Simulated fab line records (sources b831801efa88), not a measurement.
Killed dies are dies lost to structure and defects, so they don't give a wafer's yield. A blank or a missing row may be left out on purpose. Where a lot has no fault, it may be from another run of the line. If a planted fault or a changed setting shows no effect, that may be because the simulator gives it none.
Which tool was responsible? :: flow gf180mcu :: 15 lots with 45 wafers sampled at 6 steps, on a route of 602 steps

== WHAT THE GAUGES READ, wafer by wafer ==
GF_HV_LDD_OVL_MEAS_20.
lot: L387
measured: day 10 23:11
on: overlay-02
HV_LDD_01_OVL (nm): 2.2 0.4 1.3

lot: L388
measured: day 11 10:34
on: overlay-02
HV_LDD_01_OVL (nm): -2.1 0.6 -1.1

lot: L391
measured: day 12 09:16
on: overlay-02
HV_LDD_01_OVL (nm): 0.2 -0.9 1.3

lot: L393
measured: day 12 23:55
on: overlay-02
HV_LDD_01_OVL (nm): -0.7 -2.0 -0.6

lot: L392
measured: day 13 00:13
on: overlay-01
HV_LDD_01_OVL (nm): -0.7 -0.7 -2.4

lot: L394
measured: day 13 09:29
on: overlay-01
HV_LDD_01_OVL (nm): 0.5 1.2 -0.7

lot: L395
measured: day 13 14:38
on: overlay-01
HV_LDD_01_OVL (nm): -0.2 -1.2 -0.2

lot: L396
measured: day 14 02:10
on: overlay-02
HV_LDD_01_OVL (nm): -0.4 -3.5 -2.2

lot: L397
measured: day 14 06:14
on: overlay-01
HV_LDD_01_OVL (nm): -0.5 -1.0 -1.3

lot: L403
measured: day 16 01:55
on: overlay-01
HV_LDD_01_OVL (nm): 0.4 -1.3 -0.6

lot: L404
measured: day 16 08:25
on: overlay-02
HV_LDD_01_OVL (nm): 1.1 -2.1 -0.1

lot: L405
measured: day 16 17:52
on: overlay-01
HV_LDD_01_OVL (nm): -0.8 -0.6 0.2

lot: L407
measured: day 17 14:16
on: overlay-01
HV_LDD_01_OVL (nm): 0.3 2.1 2.3

lot: L408
measured: day 17 20:01
on: overlay-01
HV_LDD_01_OVL (nm): 0.8 0.4 -0.1

lot: L409
measured: day 18 00:52
on: overlay-01
HV_LDD_01_OVL (nm): 0.8 -1.8 -1.6

GF_HV_LDD_TW_MEAS_38.
lot: L387
measured: day 11 18:13
on: filmMetro-02
HV_LDD_3_TW: 1449 1449 1445

lot: L388
measured: day 12 06:03
on: filmMetro-03
HV_LDD_3_TW: 1438 1437 1428

lot: L391
measured: day 13 05:31
on: filmMetro-04
HV_LDD_3_TW: 1418 1421 1420

lot: L393
measured: day 13 21:08
on: filmMetro-04
HV_LDD_3_TW: 1417 1424 1428

lot: L392
measured: day 13 21:22
on: filmMetro-04
HV_LDD_3_TW: 1425 1422 1423

lot: L394
measured: day 14 06:51
on: filmMetro-04
HV_LDD_3_TW: 1296 1304 1298

lot: L395
measured: day 14 12:16
on: filmMetro-04
HV_LDD_3_TW: 1299 1300 1295

lot: L396
measured: day 14 23:40
on: filmMetro-02
HV_LDD_3_TW: 1316 1322 1319

lot: L397
measured: day 15 04:33
on: filmMetro-04
HV_LDD_3_TW: 1412 1428 1427

lot: L403
measured: day 17 01:00
on: filmMetro-04
HV_LDD_3_TW: 1410 1409 1409

lot: L404
measured: day 17 08:09
on: filmMetro-02
HV_LDD_3_TW: 1435 1435 1430

lot: L405
measured: day 17 17:51
on: filmMetro-04
HV_LDD_3_TW: 1408 1409 1417

lot: L407
measured: day 18 14:19
on: filmMetro-02
HV_LDD_3_TW: 1439 1439 1435

lot: L408
measured: day 18 20:57
on: filmMetro-02
HV_LDD_3_TW: 1438 1434 1438

lot: L409
measured: day 19 02:10
on: filmMetro-03
HV_LDD_3_TW: 1446 1442 1439

GF_HV_LDD_OVL_MEAS_47.
lot: L387
measured: day 12 13:34
on: overlay-02
HV_LDD_03_OVL (nm): -2.5 -0.5 -3.0

lot: L388
measured: day 13 01:16
on: overlay-02
HV_LDD_03_OVL (nm): 1.1 -0.5 -1.5

lot: L391
measured: day 14 01:40
on: overlay-02
HV_LDD_03_OVL (nm): -1.1 -1.7 -1.2

lot: L393
measured: day 14 18:01
on: overlay-02
HV_LDD_03_OVL (nm): -2.1 1.5 -1.5

lot: L392
measured: day 14 18:19
on: overlay-01
HV_LDD_03_OVL (nm): 0.9 -0.5 2.0

lot: L394
measured: day 15 04:07
on: overlay-02
HV_LDD_03_OVL (nm): -2.2 -1.5 -0.3

lot: L395
measured: day 15 09:43
on: overlay-02
HV_LDD_03_OVL (nm): -2.9 -0.1 0.0

lot: L396
measured: day 15 21:21
on: overlay-01
HV_LDD_03_OVL (nm): -1.7 0.4 -2.0

lot: L397
measured: day 16 02:26
on: overlay-02
HV_LDD_03_OVL (nm): -2.1 -0.6 -1.1

lot: L403
measured: day 17 23:44
on: overlay-01
HV_LDD_03_OVL (nm): 0.2 -0.7 -2.1

lot: L404
measured: day 18 07:35
on: overlay-02
HV_LDD_03_OVL (nm): 0.3 1.3 2.7

lot: L405
measured: day 18 16:29
on: overlay-01
HV_LDD_03_OVL (nm): -1.0 -2.5 -2.3

lot: L407
measured: day 19 15:07
on: overlay-01
HV_LDD_03_OVL (nm): -0.6 -2.5 -1.4

lot: L408
measured: day 19 21:31
on: overlay-01
HV_LDD_03_OVL (nm): 1.3 1.3 -2.3

lot: L409
measured: day 20 02:19
on: overlay-01
HV_LDD_03_OVL (nm): -1.0 -3.0 -0.2

GF_HV_LDD_RS_MEAS_53: a four-point-probe measurement.
lot: L387
measured: day 12 14:01
on: filmMetro-02
HV_LDD_RS (ohm/sq): 419.0 418.1 417.9

lot: L388
measured: day 13 01:43
on: filmMetro-02
HV_LDD_RS (ohm/sq): 416.2 418.2 416.7

lot: L391
measured: day 14 02:08
on: filmMetro-04
HV_LDD_RS (ohm/sq): 420.1 418.6 419.6

lot: L393
measured: day 14 18:29
on: filmMetro-03
HV_LDD_RS (ohm/sq): 418.6 419.8 419.6

lot: L392
measured: day 14 18:47
on: filmMetro-02
HV_LDD_RS (ohm/sq): 416.5 416.9 418.2

lot: L394
measured: day 15 04:36
on: filmMetro-02
HV_LDD_RS (ohm/sq): 439.0 439.3 439.1

lot: L395
measured: day 15 10:11
on: filmMetro-02
HV_LDD_RS (ohm/sq): 439.4 438.9 439.4

lot: L396
measured: day 15 21:50
on: filmMetro-02
HV_LDD_RS (ohm/sq): 439.2 439.9 439.4

lot: L397
measured: day 16 02:55
on: filmMetro-04
HV_LDD_RS (ohm/sq): 417.7 418.4 417.0

lot: L403
measured: day 18 00:12
on: filmMetro-04
HV_LDD_RS (ohm/sq): 419.1 420.0 419.3

lot: L404
measured: day 18 08:03
on: filmMetro-02
HV_LDD_RS (ohm/sq): 418.8 418.2 417.9

lot: L405
measured: day 18 16:57
on: filmMetro-03
HV_LDD_RS (ohm/sq): 418.0 418.2 417.7

lot: L407
measured: day 19 15:35
on: filmMetro-03
HV_LDD_RS (ohm/sq): 418.0 417.6 417.2

lot: L408
measured: day 19 21:59
on: filmMetro-04
HV_LDD_RS (ohm/sq): 417.1 418.2 417.1

lot: L409
measured: day 20 02:46
on: filmMetro-03
HV_LDD_RS (ohm/sq): 418.2 417.7 418.7

== WHICH TOOL RAN EACH LOT (tool, then ch and the chambers of the sampled wafers, then the start) ==
lot: L387
GF_HV_LDD_STRIP_22: plasmaAsher-03 ch 0,1, day 10 23:22
GF_HV_LDD_IMPLANT_34: implanter-04 ch 0, day 11 17:40

lot: L388
GF_HV_LDD_STRIP_22: plasmaAsher-01 ch 0,1, day 11 10:45
GF_HV_LDD_IMPLANT_34: implanter-03 ch 0, day 12 05:30

lot: L391
GF_HV_LDD_STRIP_22: plasmaAsher-04 ch 0,1, day 12 09:27
GF_HV_LDD_IMPLANT_34: implanter-04 ch 0, day 13 04:58

lot: L393
GF_HV_LDD_STRIP_22: plasmaAsher-01 ch 0,1, day 13 00:07
GF_HV_LDD_IMPLANT_34: implanter-04 ch 0, day 13 20:35

lot: L392
GF_HV_LDD_STRIP_22: plasmaAsher-04 ch 0,1, day 13 00:25
GF_HV_LDD_IMPLANT_34: implanter-02 ch 0, day 13 20:49

lot: L394
GF_HV_LDD_STRIP_22: plasmaAsher-03 ch 0,1, day 13 09:40
GF_HV_LDD_IMPLANT_34: implanter-03, day 14 06:19

lot: L395
GF_HV_LDD_STRIP_22: plasmaAsher-03 ch 0,1, day 13 14:49
GF_HV_LDD_IMPLANT_34: implanter-03, day 14 11:44

lot: L396
GF_HV_LDD_STRIP_22: plasmaAsher-03 ch 0,1, day 14 02:22
GF_HV_LDD_IMPLANT_34: implanter-04, day 14 23:07

lot: L397
GF_HV_LDD_STRIP_22: plasmaAsher-03 ch 0, day 14 06:25
GF_HV_LDD_IMPLANT_34: implanter-02 ch 0, day 15 04:01

lot: L403
GF_HV_LDD_STRIP_22: plasmaAsher-03 ch 0,1, day 16 02:05
GF_HV_LDD_IMPLANT_34: implanter-03 ch 0, day 17 00:28

lot: L404
GF_HV_LDD_STRIP_22: plasmaAsher-03 ch 0,1, day 16 08:35
GF_HV_LDD_IMPLANT_34: implanter-02 ch 0, day 17 07:37

lot: L405
GF_HV_LDD_STRIP_22: plasmaAsher-04 ch 0,1, day 16 18:02
GF_HV_LDD_IMPLANT_34: implanter-04 ch 0, day 17 17:19

lot: L407
GF_HV_LDD_STRIP_22: plasmaAsher-04 ch 0,1, day 17 14:28
GF_HV_LDD_IMPLANT_34: implanter-04 ch 0, day 18 13:46

lot: L408
GF_HV_LDD_STRIP_22: plasmaAsher-01 ch 0,1, day 17 20:11
GF_HV_LDD_IMPLANT_34: implanter-02 ch 0, day 18 20:25

lot: L409
GF_HV_LDD_STRIP_22: plasmaAsher-04 ch 0,1, day 18 01:02
GF_HV_LDD_IMPLANT_34: implanter-04 ch 0, day 19 01:37
- GF_HV_LDD_STRIP_22: strips in O2/N2.
- GF_HV_LDD_IMPLANT_34

== AS READ BY THE TOOLS THEMSELVES (means over the sampled wafers that have a number; for cases with no such wafer, the mark the record gives instead) ==
GF_HV_LDD_STRIP_22.
lot: L387
tool: plasmaAsher-03
drypumpMotorCurrentA (A): 6.15
heaterPowerW (W): 322
oesProductAu (a.u.): 0.717
stripTimeToEndpointS (s): 12.63

lot: L388
tool: plasmaAsher-01
drypumpMotorCurrentA (A): 6.54
heaterPowerW (W): 362
oesProductAu (a.u.): 0.719
stripTimeToEndpointS (s): 12.66

lot: L391
tool: plasmaAsher-04
drypumpMotorCurrentA (A): 6.30
heaterPowerW (W): 369
oesProductAu (a.u.): 0.713
stripTimeToEndpointS (s): 12.65

lot: L393
tool: plasmaAsher-01
drypumpMotorCurrentA (A): 6.53
heaterPowerW (W): 358
oesProductAu (a.u.): 0.718
stripTimeToEndpointS (s): 12.65

lot: L392
tool: plasmaAsher-04
drypumpMotorCurrentA (A): 6.29
heaterPowerW (W): 371
oesProductAu (a.u.): 0.717
stripTimeToEndpointS (s): 12.62

lot: L394
tool: plasmaAsher-03
drypumpMotorCurrentA (A): 6.16
heaterPowerW (W): 320
oesProductAu (a.u.): 0.720
stripTimeToEndpointS (s): 12.64

lot: L395
tool: plasmaAsher-03
drypumpMotorCurrentA (A): 6.04
heaterPowerW (W): 344
oesProductAu (a.u.): 0.716
stripTimeToEndpointS (s): 12.71

lot: L396
tool: plasmaAsher-03
drypumpMotorCurrentA (A): 6.04
heaterPowerW (W): 338
oesProductAu (a.u.): 0.712
stripTimeToEndpointS (s): 12.68

lot: L397
tool: plasmaAsher-03
drypumpMotorCurrentA (A): 5.94
heaterPowerW (W): 365
oesProductAu (a.u.): 0.712
stripTimeToEndpointS (s): 12.66

lot: L403
tool: plasmaAsher-03
drypumpMotorCurrentA (A): 6.05
heaterPowerW (W): 341
oesProductAu (a.u.): 0.715
stripTimeToEndpointS (s): 12.67

lot: L404
tool: plasmaAsher-03
drypumpMotorCurrentA (A): 6.03
heaterPowerW (W): 345
oesProductAu (a.u.): 0.717
stripTimeToEndpointS (s): 12.59

lot: L405
tool: plasmaAsher-04
drypumpMotorCurrentA (A): 6.28
heaterPowerW (W): 366
oesProductAu (a.u.): 0.715
stripTimeToEndpointS (s): 12.61

lot: L407
tool: plasmaAsher-04
drypumpMotorCurrentA (A): 6.30
heaterPowerW (W): 369
oesProductAu (a.u.): 0.719
stripTimeToEndpointS (s): 12.60

lot: L408
tool: plasmaAsher-01
drypumpMotorCurrentA (A): 6.53
heaterPowerW (W): 366
oesProductAu (a.u.): 0.716
stripTimeToEndpointS (s): 12.58

lot: L409
tool: plasmaAsher-04
drypumpMotorCurrentA (A): 6.30
heaterPowerW (W): 378
oesProductAu (a.u.): 0.714
stripTimeToEndpointS (s): 12.66

GF_HV_LDD_IMPLANT_34.
lot: L387
tool: implanter-04
beamEnergyKeV: 60.023
beamOnS (s): 10.06

lot: L388
tool: implanter-03
beamEnergyKeV: 59.996
beamOnS (s): 10.00

lot: L391
tool: implanter-04
beamEnergyKeV: 60.010
beamOnS (s): 10.07

lot: L393
tool: implanter-04
beamEnergyKeV: 60.014
beamOnS (s): 9.92

lot: L392
tool: implanter-02
beamEnergyKeV: 60.011
beamOnS (s): 10.13

lot: L394
tool: implanter-03
beamEnergyKeV: -
beamOnS (s): -

lot: L395
tool: implanter-03
beamEnergyKeV: -
beamOnS (s): -

lot: L396
tool: implanter-04
beamEnergyKeV: -
beamOnS (s): -

lot: L397
tool: implanter-02
beamEnergyKeV: 59.997
beamOnS (s): 10.17

lot: L403
tool: implanter-03
beamEnergyKeV: 59.974
beamOnS (s): 9.93

lot: L404
tool: implanter-02
beamEnergyKeV: 60.008
beamOnS (s): 9.95

lot: L405
tool: implanter-04
beamEnergyKeV: 60.005
beamOnS (s): 10.08

lot: L407
tool: implanter-04
beamEnergyKeV: 59.987
beamOnS (s): 10.01

lot: L408
tool: implanter-02
beamEnergyKeV: 60.015
beamOnS (s): 10.15

lot: L409
tool: implanter-04
beamEnergyKeV: 60.005
beamOnS (s): 9.88

== THE ANSWER, worked out from the rows above alone ==
Rule: usual is defined by the lots themselves. Put in order of their means at a reading, lots are off if they are a third of the lots or fewer, leave a main group of 4 or more, and stand apart from it by a gap of 3 or more times the standard deviation of the main group's means; of several such gaps the widest counts. The tables above print the reading to a certain number of digits; a main group whose means all agree to those digits is not used. A lot without any number at a reading at which 4 lots or more have one is off too. Any other lot the step has rows for is counted as sound. The gauges are gone through in route order, then the tools' own readings, and for those a lot's mean is taken as printed above. The first step at which some lot is off is used, and at that step the reading that is off furthest; a lot without a number counts as furthest.
Off: L394, L395, L396, seen at GF_HV_LDD_TW_MEAS_38 (HV_LDD_3_TW). The main group has a mean of 1428 with a standard deviation of 12.
A tool fits if, at a process step before that reading, it ran every lot that is off, and no sound lot after the first of them. The gauges at GF_HV_LDD_TW_MEAS_38 aren't tried: what is off there is off at GF_HV_LDD_IMPLANT_34 too, on other tools, and a gauge's error can't cause that. None of those tried fits.

== WHAT THE SIMULATOR HAD PUT IN ==
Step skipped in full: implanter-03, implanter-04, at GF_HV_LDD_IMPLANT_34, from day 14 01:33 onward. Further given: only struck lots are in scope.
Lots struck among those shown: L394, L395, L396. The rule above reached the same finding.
